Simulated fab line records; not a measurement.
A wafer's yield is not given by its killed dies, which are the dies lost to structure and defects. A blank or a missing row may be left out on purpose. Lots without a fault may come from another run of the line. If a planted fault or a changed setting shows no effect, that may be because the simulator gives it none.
fab line records	flow sky130
[record] lots = 13	wafers = 39	lastDay = 50
route steps=708 shown VT_ADJUST_HVTP@92 SONOS_ONO@185 LDD_HVP@284 CONTACT@406 PAD_OPEN@708
lots that met no fault: taken from a fault-free run of the same line
startH: hours from the record's first day to the start of the lot's first wafer shown	waitH: hours since the lot's step before	" the same as in the row above	L1.1+2: a single row standing in for several wafers	- no value present, or no start provided	* or withheld: withheld	< > ~ a bound
route shown NAME@n: a module of which the file shows steps, and the number in the route of the first	usual: mean/standard deviation taken from wafers without a fault	same: alike in all rows	chamber/n: place in a boat	sites: the reading at each site	_std_site: their standard deviation	_edge_site: mean of outer sites minus mean of inner sites	radiusMm: for every site, how far away it sits from the centre of the wafer	mask NAME#n: copy n	behind: the last tool/chamber to shape the wafer	hold: what put the lot on hold/how long, in hours/how the hold closed	device: whichever transistor did not switch (one of n, p or np)	end of line: at the end of the route, the tests of the same wafers	where a step has no rows: the recipe by itself	killed: not the wafer's yield, but the dies lost to structure and defects at the first sort	map: the dies of a wafer, with x for killed, . for not killed, _ for no die there
set.NAME: the setting that was run; set.NAME@STEP: the one run at that earlier step	model.NAME: the simulator's own value behind a step, which no gauge read
the route's steps for a sample of lots (tables are steps, rows are wafers)
services: a tool's chamber out of use, with start hour (startH, from the record's first day; less than 0 if before it), hours out, and reason
[[steps]]
[step SKY_VT_ADJUST_HVTP_CD_MEAS_07]
[recipe] targetCdNm = 380
[usual] cdNm = 381.1/2.2
lot.wafer	tool	chamber	startH	waitH	cdNm
L198.1	cdSem-02	-	135.93	0.1	381.6
L198.2	"	-	"	"	381.5
L198.6	"	-	"	"	382.0
L199.1	cdSem-01	-	157.10	0.1	378.2
L199.3	"	-	"	"	380.7
L199.6	"	-	"	"	380.1
L200.1	cdSem-01	-	161.28	0.1	380.0
L200.5	"	-	"	"	379.6
L200.6	"	-	"	"	379.2
L201.3	cdSem-01	-	162.87	0.1	379.8
L201.5	"	-	"	"	377.3
L201.6	"	-	"	"	380.5
L205.1	cdSem-01	-	193.03	0.1	377.6
L205.2	"	-	"	"	380.0
L205.5	"	-	"	"	381.8
L206.1	cdSem-01	-	193.33	0.1	384.0
L206.4	"	-	"	"	381.3
L206.6	"	-	"	"	379.5
L209.2	cdSem-02	-	217.91	0.1	384.1
L209.3	"	-	"	"	382.7
L209.6	"	-	"	"	382.4
L211.1	cdSem-01	-	224.59	0.1	381.4
L211.2	"	-	"	"	379.0
L211.5	"	-	"	"	380.4
L212.2	cdSem-02	-	231.27	0.1	382.2
L212.4	"	-	"	"	384.0
L212.5	"	-	"	"	383.6
L213.1	cdSem-02	-	232.88	0.1	381.0
L213.4	"	-	"	"	382.0
L213.5	"	-	"	"	380.3
L215.1	cdSem-01	-	245.33	0.1	380.6
L215.2	"	-	"	"	381.1
L215.6	"	-	"	"	380.4
L218.1	cdSem-02	-	262.49	0.1	378.5
L218.5	"	-	"	"	377.6
L218.6	"	-	"	"	376.6
L219.2	cdSem-02	-	269.17	0.1	378.7
L219.5	"	-	"	"	382.3
L219.6	"	-	"	"	380.3
[step SKY_SONOS_ONO_STRIP_17]
[recipe] chemistry = O2/N2	powerW = 1400	pressureMtorr = 1500	platenTempC = withheld	o2FlowSccm = 3000	n2FlowSccm = 300	overashFraction = 0.5
[usual] drypumpMotorCurrentA = 5.76/0.11	oesProductAu = 0.710/0.0044	stripTimeToEndpointS = 14.09/0.04
lot.wafer	tool	chamber	startH	waitH	drypumpMotorCurrentA	oesProductAu	rfHoursCounterH	stripTimeToEndpointS
L198.1	plasmaAsher-04	1	297.07	0.0	5.81	0.716	61	14.12
L198.2	"	0	"	"	5.70	0.708	61	14.08
L198.6	"	0	"	"	5.71	0.710	-	14.12
L199.1	plasmaAsher-01	1	327.52	0.0	5.77	0.715	62	14.10
L199.3	"	0	"	"	5.84	0.711	-	14.13
L199.6	"	1	"	"	5.77	0.720	-	14.09
L200.1	plasmaAsher-04	0	330.47	0.0	5.68	0.717	65	14.07
L200.5	"	0	"	"	5.72	0.713	-	14.10
L200.6	"	1	"	"	5.84	0.710	-	14.13
L201.3	plasmaAsher-02	0	339.14	0.0	5.55	0.715	-	14.06
L201.5	"	1	"	"	5.92	0.711	-	14.05
L201.6	"	0	"	"	5.55	0.703	-	14.03
L206.1	plasmaAsher-01	0	371.91	0.0	5.82	0.714	67	14.11
L206.4	"	0	"	"	5.83	0.705	-	14.11
L206.6	"	1	"	"	5.76	0.711	-	14.09
L205.1	plasmaAsher-02	0	372.20	0.0	5.55	0.705	57	14.04
L205.2	"	1	"	"	5.86	0.712	57	14.02
L205.5	"	1	"	"	5.89	0.703	-	14.06
L209.2	plasmaAsher-04	1	404.68	0.0	5.80	0.702	72	14.09
L209.3	"	0	"	"	5.69	0.706	-	14.15
L209.6	"	1	"	"	5.80	0.710	-	14.13
L211.1	plasmaAsher-04	1	416.75	0.0	5.79	0.711	74	14.10
L211.2	"	0	"	"	5.67	0.704	74	14.08
L211.5	"	1	"	"	5.80	0.710	-	14.10
L212.2	plasmaAsher-02	1	423.63	0.0	5.88	0.706	62	14.08
L212.4	"	0	"	"	5.52	0.702	-	14.08
L212.5	"	0	"	"	5.51	0.713	-	14.06
L213.1	plasmaAsher-02	1	426.45	0.0	5.92	0.713	62	14.02
L213.4	"	0	"	"	5.52	0.699	-	14.10
L213.5	"	0	"	"	5.55	0.715	-	14.08
L215.1	plasmaAsher-04	0	444.52	0.0	5.68	0.715	1	14.03
L215.2	"	1	"	"	5.82	0.715	1	14.07
L215.6	"	0	"	"	5.70	0.715	-	14.04
L218.1	plasmaAsher-04	0	461.47	0.0	5.71	0.705	3	14.09
L218.5	"	0	"	"	5.67	0.706	-	14.06
L218.6	"	1	"	"	5.79	0.714	-	14.10
L219.2	plasmaAsher-04	0	469.87	0.0	5.70	0.711	4	14.13
L219.5	"	1	"	"	5.79	0.704	-	14.10
L219.6	"	0	"	"	5.68	0.708	-	14.10
[step SKY_LDD_HVP_DEVELOP_06]
[recipe] resist = NOVOLAK	developer = TMAH	developTimeS = 60	devTempC = 23
[usual] developerTempC = 22.99/0.1
lot.wafer	tool	chamber	startH	waitH	developerTempC
L198.1	lithoTrack-01	0	513.11	0.1	22.85
L198.2	"	0	"	"	22.87
L198.6	"	0	"	"	23.15
L199.1	lithoTrack-01	0	542.81	0.1	22.95
L199.3	"	0	"	"	22.78
L199.6	"	0	"	"	22.98
L200.1	lithoTrack-01	0	552.56	0.1	23.14
L200.5	"	0	"	"	23.08
L200.6	"	0	"	"	23.24
L201.3	lithoTrack-04	0	562.54	0.1	23.06
L201.5	"	0	"	"	23.01
L201.6	"	0	"	"	23.09
L206.1	lithoTrack-01	0	594.91	0.1	23.02
L206.4	"	0	"	"	23.11
L206.6	"	0	"	"	22.87
L205.1	lithoTrack-04	0	599.34	0.1	22.85
L205.2	"	0	"	"	23.08
L205.5	"	0	"	"	23.15
L209.2	lithoTrack-01	0	632.33	0.1	23.92
L209.3	"	0	"	"	23.89
L209.6	"	0	"	"	23.79
L211.1	lithoTrack-01	0	640.06	0.1	23.72
L211.2	"	0	"	"	23.91
L211.5	"	0	"	"	23.85
L212.2	lithoTrack-04	0	644.76	0.1	22.95
L212.4	"	0	"	"	23.08
L212.5	"	0	"	"	22.98
L213.1	lithoTrack-03	0	646.03	0.1	23.00
L213.4	"	0	"	"	23.31
L213.5	"	0	"	"	23.03
L215.1	lithoTrack-03	0	662.88	0.1	23.00
L215.2	"	0	"	"	23.14
L215.6	"	0	"	"	22.93
L218.1	lithoTrack-04	0	681.09	0.1	22.92
L218.5	"	0	"	"	22.77
L218.6	"	0	"	"	22.88
L219.2	lithoTrack-03	0	686.91	0.1	22.98
L219.5	"	0	"	"	22.99
L219.6	"	0	"	"	22.90
[step SKY_CONTACT_CVD_00]
[recipe] material = Si3N4	targetThkNm = 75	tempC = 400	timeS = withheld	rfW = 450
[usual] heaterPowerW = 712/96
lot.wafer	tool	chamber	startH	waitH	heaterPowerW
L198.1	pecvd-01	0	725.60	0.0	656
L198.2	"	2	"	"	683
L198.6	"	2	"	"	694
L199.1	pecvd-01	0	750.47	0.0	639
L199.3	"	2	"	"	606
L199.6	"	1	"	"	857
L200.1	pecvd-02	1	759.22	0.0	920
L200.5	"	2	"	"	644
L200.6	"	1	"	"	929
L201.3	pecvd-01	1	769.03	0.0	741
L201.5	"	1	"	"	749
L201.6	"	0	"	"	765
L206.1	pecvd-01	2	797.91	0.0	623
L206.4	"	1	"	"	731
L206.6	"	2	"	"	636
L205.1	pecvd-03	0	802.50	0.0	703
L205.2	"	1	"	"	622
L205.5	"	1	"	"	632
L209.2	pecvd-02	2	830.07	0.0	625
L209.3	"	0	"	"	678
L209.6	"	0	"	"	705
L211.1	pecvd-02	2	837.94	0.0	612
L211.2	"	0	"	"	638
L211.5	"	2	"	"	611
L212.2	pecvd-01	1	841.95	0.0	842
L212.4	"	2	"	"	565
L212.5	"	0	"	"	667
L213.1	pecvd-03	1	843.56	0.0	679
L213.4	"	2	"	"	807
L213.5	"	0	"	"	632
L215.1	pecvd-02	1	859.89	0.0	937
L215.2	"	2	"	"	644
L215.6	"	0	"	"	690
L218.1	pecvd-02	2	880.21	0.0	537
L218.5	"	1	"	"	896
L218.6	"	2	"	"	555
L219.2	pecvd-01	2	882.20	0.0	695
L219.5	"	1	"	"	874
L219.6	"	2	"	"	704
[step SKY_PAD_OPEN_PROBE_99]
[usual] killed_at_M0_to_M3 = 43/6.9	killed_at_M4_up = 3.0/1.8	killedAtContacts = 24/4.8	killedAtFrontEnd = 15/4.5	killedAtOther = 0.4/0.67	killedDies = 86/9.2	killedOpen = 46/6.9	killedShort = 39/6
[same] grossDies = 492	killedAtBackSide = 0
lot.wafer	tool	chamber	startH	waitH	killed_at_M0_to_M3	killed_at_M4_up	killedAtContacts	killedAtFrontEnd	killedAtOther	killedDies	killedOpen	killedShort
L199.1	prober-01	-	1109.72	0.1	40	3	21	14	0	78	40	38
L199.3	prober-01	-	1109.82	0.2	52	4	19	13	0	88	50	38
L199.6	prober-01	-	1109.97	0.2	52	3	25	12	1	93	52	41
L205.1	prober-02	-	1145.89	0.1	46	4	28	20	0	98	61	37
L205.2	prober-02	-	1145.94	0.1	38	2	32	19	1	92	56	36
L205.5	prober-02	-	1146.09	0.2	44	6	12	20	0	82	49	33
L211.1	prober-02	-	1172.01	0.1	52	2	20	17	0	91	52	37
L211.2	prober-02	-	1172.06	0.1	41	3	26	18	0	88	51	36
L211.5	prober-02	-	1172.21	0.2	35	2	29	16	0	82	49	33
L213.1	prober-02	-	1176.96	0.1	42	2	20	15	0	79	46	33
L213.4	prober-02	-	1177.11	0.2	48	2	21	11	0	82	47	35
L213.5	prober-02	-	1177.16	0.2	49	2	19	12	0	82	40	42
// killed by level:class
L199.1 CONTACT:geometricParticle:open=11 FIELD_ISO:geometricParticle:open=7 VIA1:geometricParticle:open=7 VIA3:geometricParticle:open=5 METAL1:geometricParticle:short=5 CONTACT:geometricParticle:short=5 FIELD_ISO:geometricParticle:short=4 METAL2:geometricParticle:short=4
L199.3 VIA1:geometricParticle:open=11 VIA3:geometricParticle:open=9 LI_CONTACT:geometricParticle:open=8 VIA2:geometricParticle:open=7 CONTACT:geometricParticle:open=6 VIA2:geometricParticle:short=6 FIELD_ISO:geometricParticle:short=5 POLY_GATE:geometricParticle:open=5
L199.6 VIA1:geometricParticle:open=20 LI_CONTACT:geometricParticle:open=11 METAL2:geometricParticle:short=8 CONTACT:geometricParticle:short=6 CONTACT:geometricParticle:open=6 FIELD_ISO:geometricParticle:short=5 VIA1:geometricParticle:short=5 METAL3:geometricParticle:short=4
L205.1 VIA1:geometricParticle:open=16 LI_CONTACT:geometricParticle:open=9 CONTACT:geometricParticle:open=9 POLY_GATE:geometricParticle:short=6 FIELD_ISO:geometricParticle:open=5 VIA2:geometricParticle:open=5 VIA3:geometricParticle:open=5 FIELD_ISO:geometricParticle:short=4
L205.2 CONTACT:geometricParticle:open=13 VIA1:geometricParticle:open=11 LI_CONTACT:geometricParticle:open=9 VIA3:geometricParticle:open=9 POLY_GATE:geometricParticle:short=5 POLY_GATE:geometricParticle:open=5 METAL2:geometricParticle:short=5 FIELD_ISO:geometricParticle:open=4
L205.5 VIA1:geometricParticle:open=12 VIA2:geometricParticle:open=7 POLY_GATE:geometricParticle:open=6 CONTACT:geometricParticle:open=6 VIA1:geometricParticle:short=6 METAL4:geometricParticle:short=5 FIELD_ISO:geometricParticle:short=4 POLY_GATE:geometricParticle:short=4
L211.1 LI_CONTACT:geometricParticle:open=9 METAL2:geometricParticle:short=9 VIA3:geometricParticle:open=8 VIA2:geometricParticle:open=7 VIA1:geometricParticle:short=7 POLY_GATE:geometricParticle:open=6 CONTACT:geometricParticle:open=5 VIA1:geometricParticle:open=5
L211.2 VIA1:geometricParticle:open=11 LI_CONTACT:geometricParticle:open=10 VIA3:geometricParticle:open=7 FIELD_ISO:geometricParticle:open=6 CONTACT:geometricParticle:short=6 CONTACT:geometricParticle:open=5 VIA1:geometricParticle:short=5 VIA2:geometricParticle:open=5
L211.5 CONTACT:geometricParticle:open=15 VIA1:geometricParticle:open=14 CONTACT:geometricParticle:short=7 VIA3:geometricParticle:open=7 POLY_GATE:geometricParticle:short=5 FIELD_ISO:geometricParticle:open=4 METAL2:geometricParticle:short=4 FIELD_ISO:geometricParticle:short=3
L213.1 VIA1:geometricParticle:open=13 VIA2:geometricParticle:open=8 FIELD_ISO:geometricParticle:short=5 VIA3:geometricParticle:open=5 CONTACT:geometricParticle:short=5 CONTACT:geometricParticle:open=5 FIELD_ISO:geometricParticle:open=4 LOCAL_INTERCONNECT:geometricParticle:short=4
L213.4 VIA2:geometricParticle:open=12 VIA3:geometricParticle:open=8 CONTACT:geometricParticle:open=7 VIA2:geometricParticle:short=7 LI_CONTACT:geometricParticle:open=6 METAL1:geometricParticle:short=5 VIA1:geometricParticle:open=5 FIELD_ISO:geometricParticle:open=4
L213.5 VIA1:geometricParticle:open=11 VIA2:geometricParticle:open=8 METAL3:geometricParticle:short=8 CONTACT:geometricParticle:open=7 METAL1:geometricParticle:short=6 LI_CONTACT:geometricParticle:open=5 VIA1:geometricParticle:short=5 FIELD_ISO:geometricParticle:short=4
[[services]]
tool	chamber	startH	hours	kind
pecvd-01	-	326.71	7.5	repair
plasmaAsher-02	-	373.75	0.7	repair
pecvd-02	-	382.90	1.4	repair
plasmaAsher-02	-	387.23	2.8	pm
pecvd-01	0	387.31	18.1	repair
plasmaAsher-04	-	421.25	9.0	pm
pecvd-01	-	427.50	0.8	pm
pecvd-02	0	453.29	6.5	repair
plasmaAsher-04	-	486.86	2.8	pm
plasmaAsher-04	-	519.20	4.3	repair
pecvd-02	-	556.11	5.5	pm
pecvd-02	2	562.86	4.3	repair
pecvd-01	2	570.38	9.5	repair
pecvd-01	-	579.52	0.6	repair
pecvd-01	-	584.44	0.6	repair
pecvd-01	0	626.30	12.9	repair
plasmaAsher-04	-	641.20	1.4	repair
plasmaAsher-02	-	643.89	1.7	repair
pecvd-01	-	655.05	1.0	repair
pecvd-01	2	664.73	6.7	repair
pecvd-02	-	724.02	14.6	pm
pecvd-01	-	756.09	2.8	pm
pecvd-02	2	767.99	5.8	repair
pecvd-02	0	793.94	6.0	repair
[[key]]
[firstSign] step = SKY_LDD_HVP_DEVELOP_06	reading = developerTempC	direction = up	sigmas = 8.4	usual = *	struck = *
effect none on later readings
metAt SKY_LDD_HVP_DEVELOP_06
struckLots L209,L211
testerLeftOut L209,L211
notActingAt SKY_VT_ADJUST_HVTP_CD_MEAS_07,SKY_SONOS_ONO_STRIP_17,SKY_CONTACT_CVD_00
onsetBetween 594.91 632.33
[fault] kind = processParameterDrift	tool = lithoTrack-01	chamber = -	onsetH = 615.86	steps = SKY_LDD_HVP_DEVELOP_06	channel = devTempC	offset = *	shape = step	endH = 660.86	actsIn = *	stated = *
// testerLeftOut: of these lots the tester's yield and bins aren't shown, on N5 and GAA mostly nor the transistor test; their killed dies are dies lost to structure and defects alone, not to doping, threshold or leakage, so they don't give the yield
